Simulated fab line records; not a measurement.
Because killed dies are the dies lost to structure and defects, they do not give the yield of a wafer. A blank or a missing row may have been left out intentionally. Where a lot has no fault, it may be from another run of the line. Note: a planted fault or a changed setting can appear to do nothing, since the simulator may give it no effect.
fab line records	flow sky130
record lots=6	wafers=18	last_day=50
route steps=708 shown VIA1@474 METAL2@483
lots with no fault: from the same line, run without faults
start_h: start of the lot's first displayed wafer, in hours after the record's first day	wait_h: how many hours have passed since the lot's step before this one	" as in the row above	L1.1+2: several wafers, shown together as one row	- no value, or no start was given	* or withheld: withheld	< > ~ a bound
route shown NAME@n: NAME is a module with steps in the file, n the number in the route of the first one	usual: the fault-free wafers' mean and standard deviation	same: alike in all rows	chamber/n: place in a boat	sites: readings site by site	_std_site: standard deviation across them	_edge_site: outer sites' mean less inner sites'	radius_mm: for every site, how far away it sits from the centre of the wafer	mask NAME#n: copy n	behind: the last tool/chamber to shape the wafer	hold: the reason the lot was held/the length of the hold in hours/how it ended	device: the transistor (n, p or np) that didn't switch	end of line: the tests these same wafers got at the end of their route	a step with no rows: only its recipe	killed: not the wafer's yield, but the dies lost to structure and defects at the first sort	map: per-die view of a wafer (x killed, . not killed, _ where there is no die)
set.NAME: the setting as run; set.NAME@STEP: as run at that earlier step	model.NAME: the simulator's own value behind a step, which no gauge read
a table for each step, a row for each wafer; lots at some steps of the route
services: the hour from which a tool's chamber was out of use, counted from the record's first day as start_h (under 0 if before that day), plus the number of hours and why
## steps
# step SKY_VIA1_STRIP_16
# recipe chemistry=O2/N2	power_w=1400	pressure_mtorr=1500	platen_temp_c=withheld	o2_flow_sccm=3000	n2_flow_sccm=300	overash_fraction=0.5
# usual drypump_motor_current_A=5.8/0.54	oes_product_au=0.416/0.0045	strip_time_to_endpoint_s=4.461/0.026
lot.wafer	tool	chamber	start_h	wait_h	drypump_motor_current_A	oes_product_au	rf_hours_counter_h	strip_time_to_endpoint_s
L901.1	plasma_asher-02	0	799.23	0.0	5.8	0.412	5	4.458
L901.2	"	1	"	"	6.4	0.414	5	4.397
L901.4	"	1	"	"	6.4	0.417	-	4.435
L911.1	plasma_asher-01	0	877.98	0.0	4.8	0.418	35	4.491
L911.5	"	1	"	"	5.0	0.411	-	4.480
L911.6	"	0	"	"	4.8	0.418	-	4.482
L913.2	plasma_asher-02	1	890.76	0.0	6.4	0.423	15	4.441
L913.3	"	1	"	"	6.5	0.417	-	4.454
L913.5	"	1	"	"	6.4	0.418	-	4.437
L914.2	plasma_asher-03	1	903.06	0.0	6.0	0.413	113	4.451
L914.5	"	0	"	"	6.0	0.414	-	4.453
L914.6	"	1	"	"	6.0	0.414	-	4.484
L922.2	plasma_asher-03	0	953.71	0.0	6.0	0.412	118	4.451
L922.5	"	1	"	"	6.0	0.413	-	4.468
L922.6	"	0	"	"	6.0	0.404	-	4.475
L923.1	plasma_asher-03	1	958.61	0.0	6.0	0.416	118	4.506
L923.4	"	0	"	"	6.0	0.414	-	4.476
L923.5	"	1	"	"	6.0	0.423	-	4.490
# step SKY_VIA1_STRIP_17
# recipe chemistry=post_etch_residue_remover	time_s=1200	temp_c=72.5
# step SKY_VIA1_CLEAN_18
# recipe chemistry=IPA	time_s=180	temp_c=25
# step SKY_VIA1_CLEAN_19
# recipe chemistry=O3/DIW	dry=n2_spin
# step SKY_VIA1_SPUTTER_20
# recipe material=TiN	target_thk_nm=20	chamber_pressure_pa=5	power_w=4000	time_s=80
# usual cathode_dc_power_W=4000.0/0.73	chamber_pressure_pa=5.000/0.01	throttle_valve_pct=30.1/0.74
lot.wafer	tool	chamber	start_h	wait_h	cathode_dc_power_W	chamber_pressure_pa	throttle_valve_pct
L901.1	pvd_sputter-03	-	799.86	0.0	4000.0	5.008	31.4
L901.2	"	-	"	"	4000.1	5.007	30.0
L901.4	"	-	"	"	4000.2	4.992	30.3
L911.1	pvd_sputter-02	-	878.61	0.0	4000.5	5.006	28.6
L911.5	"	-	"	"	3999.7	5.002	30.0
L911.6	"	-	"	"	3999.3	4.990	30.3
L913.2	pvd_sputter-04	-	891.35	0.0	4000.5	5.004	30.5
L913.3	"	-	"	"	3999.9	4.975	29.7
L913.5	"	-	"	"	3999.4	4.986	31.3
L914.2	pvd_sputter-03	-	903.69	0.0	3999.7	4.988	30.0
L914.5	"	-	"	"	4000.3	4.991	30.3
L914.6	"	-	"	"	4000.3	5.009	31.3
L922.2	pvd_sputter-02	-	954.31	0.0	3999.2	5.001	28.5
L922.5	"	-	"	"	4000.6	4.980	30.3
L922.6	"	-	"	"	3999.4	4.996	30.4
L923.1	pvd_sputter-03	-	959.24	0.0	4000.2	5.000	29.7
L923.4	"	-	"	"	3999.2	5.008	30.0
L923.5	"	-	"	"	3998.1	4.985	31.3
# step SKY_VIA1_CVD_21
# recipe material=W	target_thk_nm=270	time_s=80.902	temp_c=400	pressure_torr=40
# step SKY_VIA1_RS_MEAS_22
# recipe thk_meas_gauge=four-point-probe	reads=W_of_VIA1_CVD_21+TiN_of_VIA1_SPUTTER_20
# usual VIA1_W_RS=0.422/0.0052
lot.wafer	tool	chamber	start_h	wait_h	VIA1_W_RS[ohm/sq]
L901.1	film_metro-04	-	800.01	0.1	0.424
L901.2	"	-	"	"	0.416
L901.4	"	-	"	"	0.427
L911.1	film_metro-02	-	878.76	0.1	0.430
L911.5	"	-	"	"	0.422
L911.6	"	-	"	"	0.434
L913.2	film_metro-02	-	891.52	0.1	0.431
L913.3	"	-	"	"	0.418
L913.5	"	-	"	"	0.427
L914.2	film_metro-04	-	903.86	0.1	0.418
L914.5	"	-	"	"	0.421
L914.6	"	-	"	"	0.416
L922.2	film_metro-04	-	954.48	0.1	0.417
L922.5	"	-	"	"	0.424
L922.6	"	-	"	"	0.413
L923.1	film_metro-04	-	959.39	0.1	0.418
L923.4	"	-	"	"	0.420
L923.5	"	-	"	"	0.425
# step SKY_VIA1_THK_MEAS_23
# recipe thk_meas_gauge=xrf	reads=W_of_VIA1_CVD_21
# usual VIA1_W_THK=279/3.2
lot.wafer	tool	chamber	start_h	wait_h	VIA1_W_THK[nm]
L901.1	film_metro-04	-	800.13	0.1	278
L901.2	"	-	"	"	282
L901.4	"	-	"	"	275
L911.1	film_metro-02	-	878.88	0.1	276
L911.5	"	-	"	"	282
L911.6	"	-	"	"	273
L913.2	film_metro-02	-	891.63	0.1	274
L913.3	"	-	"	"	282
L913.5	"	-	"	"	276
L914.2	film_metro-04	-	903.97	0.1	280
L914.5	"	-	"	"	278
L914.6	"	-	"	"	280
L922.2	film_metro-04	-	954.59	0.1	280
L922.5	"	-	"	"	276
L922.6	"	-	"	"	285
L923.1	film_metro-04	-	959.51	0.1	281
L923.4	"	-	"	"	278
L923.5	"	-	"	"	275
# step SKY_VIA1_CMP_24
# recipe stop_on=SiO2	t_overpolish_s=15	down_force_psi=3.5	platen_rpm=60	target_thk_nm=0	pad_velocity_m_s=0.94248
# usual motor_current_A=10.8/1.2	overpolish_run_s=14.999/0.0093	time_to_endpoint_s=65.5/2.6
lot.wafer	tool	chamber	start_h	wait_h	motor_current_A	overpolish_run_s	time_to_endpoint_s
L901.2	cmp-01	2	800.19	0.0	10.1	14.985	63.9
L901.1	"	0	"	"	9.8	14.979	63.4
L901.4	"	1	"	"	13.3	15.004	64.8
L911.1	cmp-01	1	879.09	0.2	12.9	14.995	57.1
L911.5	"	2	"	"	10.0	15.007	64.9
L911.6	"	3	"	"	12.2	14.997	60.5
L913.2	cmp-02	3	891.68	0.0	10.1	14.996	61.6
L913.3	"	2	"	"	9.2	15.006	66.4
L913.5	"	0	"	"	10.4	14.991	67.0
L914.2	cmp-01	1	904.17	0.2	12.9	14.991	69.1
L914.5	"	2	"	"	9.4	14.993	65.9
L914.6	"	3	"	"	11.7	15.002	68.4
L922.2	cmp-01	3	954.64	0.0	11.8	14.992	63.9
L922.5	"	3	"	"	12.1	15.018	61.5
L922.6	"	0	"	"	9.8	14.992	66.4
L923.1	cmp-01	2	959.62	0.1	9.4	14.994	62.8
L923.4	"	0	"	"	9.9	14.985	66.7
L923.5	"	1	"	"	12.3	15.011	63.8
# step SKY_METAL2_SPUTTER_00
# recipe material=Ti	target_thk_nm=15	power_w=3000	time_s=10	chamber_pressure_pa=0.4
# step SKY_METAL2_SPUTTER_01
# recipe material=TiN	target_thk_nm=20	power_w=6500	time_s=16.7	chamber_pressure_pa=0.4
# step SKY_METAL2_SPUTTER_02
# recipe material=AlCu	target_thk_nm=250	power_w=10600	time_s=13.3	chamber_pressure_pa=0.4
# usual cathode_dc_power_W=10600/2.1	chamber_pressure_pa=0.4000/0.00069	throttle_valve_pct=30.2/0.92
lot.wafer	tool	chamber	start_h	wait_h	cathode_dc_power_W	chamber_pressure_pa	throttle_valve_pct
L901.1	pvd_sputter-01	-	800.54	0.0	10596	0.3989	30.3
L901.2	"	-	"	"	10602	0.3991	28.6
L901.4	"	-	"	"	10600	0.3991	29.1
L911.1	pvd_sputter-03	-	879.29	0.0	10602	0.4011	31.4
L911.5	"	-	"	"	10603	0.4007	30.4
L911.6	"	-	"	"	10600	0.4001	29.9
L913.2	pvd_sputter-01	-	892.03	0.0	10599	0.3992	28.5
L913.3	"	-	"	"	10600	0.3993	31.2
L913.5	"	-	"	"	10602	0.3999	31.3
L914.2	pvd_sputter-01	-	904.37	0.0	10601	0.4000	30.4
L914.5	"	-	"	"	10599	0.3994	30.1
L914.6	"	-	"	"	10595	0.3999	31.4
L922.2	pvd_sputter-04	-	954.99	0.0	10601	0.3997	31.6
L922.5	"	-	"	"	10598	0.3998	30.6
L922.6	"	-	"	"	10598	0.3991	30.1
L923.1	pvd_sputter-03	-	959.92	0.0	10601	0.3994	30.4
L923.4	"	-	"	"	10599	0.4006	30.9
L923.5	"	-	"	"	10600	0.3998	31.4
# step SKY_METAL2_SPUTTER_03
# recipe material=Ti	target_thk_nm=5	power_w=3000	time_s=3.3	chamber_pressure_pa=0.4
# usual cathode_dc_power_W=3000.0/0.55	chamber_pressure_pa=0.4000/0.00075	throttle_valve_pct=30.2/0.92
lot.wafer	tool	chamber	start_h	wait_h	cathode_dc_power_W	chamber_pressure_pa	throttle_valve_pct
L901.1	pvd_sputter-01	-	800.57	0.0	2999.5	0.3998	30.2
L901.2	"	-	"	"	2999.9	0.3996	28.4
L901.4	"	-	"	"	3000.4	0.4009	29.2
L911.1	pvd_sputter-03	-	879.32	0.0	3000.4	0.4006	31.6
L911.5	"	-	"	"	2999.4	0.3990	30.4
L911.6	"	-	"	"	3000.0	0.3991	29.9
L913.2	pvd_sputter-01	-	892.06	0.0	-	-	-
L913.3	"	-	"	"	-	-	-
L913.5	"	-	"	"	-	-	-
L914.2	pvd_sputter-01	-	904.39	0.0	-	-	-
L914.5	"	-	"	"	-	-	-
L914.6	"	-	"	"	-	-	-
L922.2	pvd_sputter-04	-	955.01	0.0	3000.2	0.4003	31.2
L922.5	"	-	"	"	2999.1	0.4013	30.5
L922.6	"	-	"	"	3000.2	0.4002	30.0
L923.1	pvd_sputter-03	-	959.94	0.0	2999.5	0.3995	30.3
L923.4	"	-	"	"	2999.9	0.3995	31.5
L923.5	"	-	"	"	3000.6	0.3987	31.6
# step SKY_METAL2_SPUTTER_04
# recipe material=TiN	target_thk_nm=70	power_w=6500	time_s=58.3	chamber_pressure_pa=0.4
# usual cathode_dc_power_W=6500.1/1.3	chamber_pressure_pa=0.4000/0.0008	throttle_valve_pct=30.2/0.92
lot.wafer	tool	chamber	start_h	wait_h	cathode_dc_power_W	chamber_pressure_pa	throttle_valve_pct
L901.1	pvd_sputter-01	-	800.58	0.0	6498.4	0.3998	30.2
L901.2	"	-	"	"	6498.6	0.4012	28.2
L901.4	"	-	"	"	6500.2	0.4000	29.0
L911.1	pvd_sputter-03	-	879.34	0.0	6498.9	0.4009	31.3
L911.5	"	-	"	"	6500.9	0.4005	30.2
L911.6	"	-	"	"	6501.0	0.3992	29.9
L913.2	pvd_sputter-01	-	892.07	0.0	6502.0	0.4013	28.5
L913.3	"	-	"	"	6498.9	0.3993	31.6
L913.5	"	-	"	"	6498.9	0.4009	31.4
L914.2	pvd_sputter-01	-	904.41	0.0	6498.9	0.3988	30.3
L914.5	"	-	"	"	6500.4	0.4003	30.3
L914.6	"	-	"	"	6501.5	0.4000	31.6
L922.2	pvd_sputter-04	-	955.03	0.0	6498.9	0.3996	31.3
L922.5	"	-	"	"	6501.6	0.3991	30.4
L922.6	"	-	"	"	6500.8	0.3989	30.1
L923.1	pvd_sputter-03	-	959.96	0.0	6498.8	0.3999	30.3
L923.4	"	-	"	"	6501.4	0.4005	31.3
L923.5	"	-	"	"	6499.7	0.4014	31.3
## services
tool	chamber	start_h	hours	kind
plasma_asher-01	-	778.95	2.8	pm
cmp-01	-	788.44	1.6	repair
cmp-02	-	799.31	1.3	repair
plasma_asher-02	-	810.31	1.3	repair
pvd_sputter-01	-	840.20	2.1	repair
pvd_sputter-02	-	840.35	2.9	repair
cmp-02	-	861.07	6.9	pm
cmp-01	-	868.17	2.9	pm
cmp-01	-	885.32	2.2	repair
pvd_sputter-03	-	888.76	3.9	repair
cmp-02	-	893.98	1.6	repair
cmp-02	-	901.97	2.3	repair
cmp-02	-	905.63	22.8	pm
plasma_asher-03	-	908.67	0.4	repair
cmp-01	-	912.29	4.0	pm
cmp-01	-	916.29	-	consumable_replace:conditioner
cmp-01	-	916.29	-	consumable_replace:pad
pvd_sputter-01	-	932.96	5.0	repair
pvd_sputter-01	-	941.20	2.6	repair
cmp-01	-	945.81	3.7	repair
cmp-01	-	959.13	0.3	repair
## key
first_sign step=SKY_METAL2_SPUTTER_03	reading=tool_record	direction=missing
effect none on later readings
met_at SKY_METAL2_SPUTTER_03
struck_wafers L913.2,L913.3,L913.5,L914.2,L914.5,L914.6
later_rows_left_out L913.2,L913.3,L913.5,L914.2,L914.5,L914.6
sort_left_out L913.2,L913.3,L913.5,L914.2,L914.5,L914.6
onset_between 800.57 892.06
fault kind=skipped_step_whole	tool=pvd_sputter-01	chamber=-	onset_h=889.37	steps=SKY_METAL2_SPUTTER_03	scope=struck_lots_only
# sort_left_out: the simulated sort isn't trusted on such a fault, so these wafers' sort isn't shown, and their yield isn't known
# later_rows_left_out: the simulator's readings of these wafers behind a module that went badly wrong aren't trusted and aren't shown, but for the sort
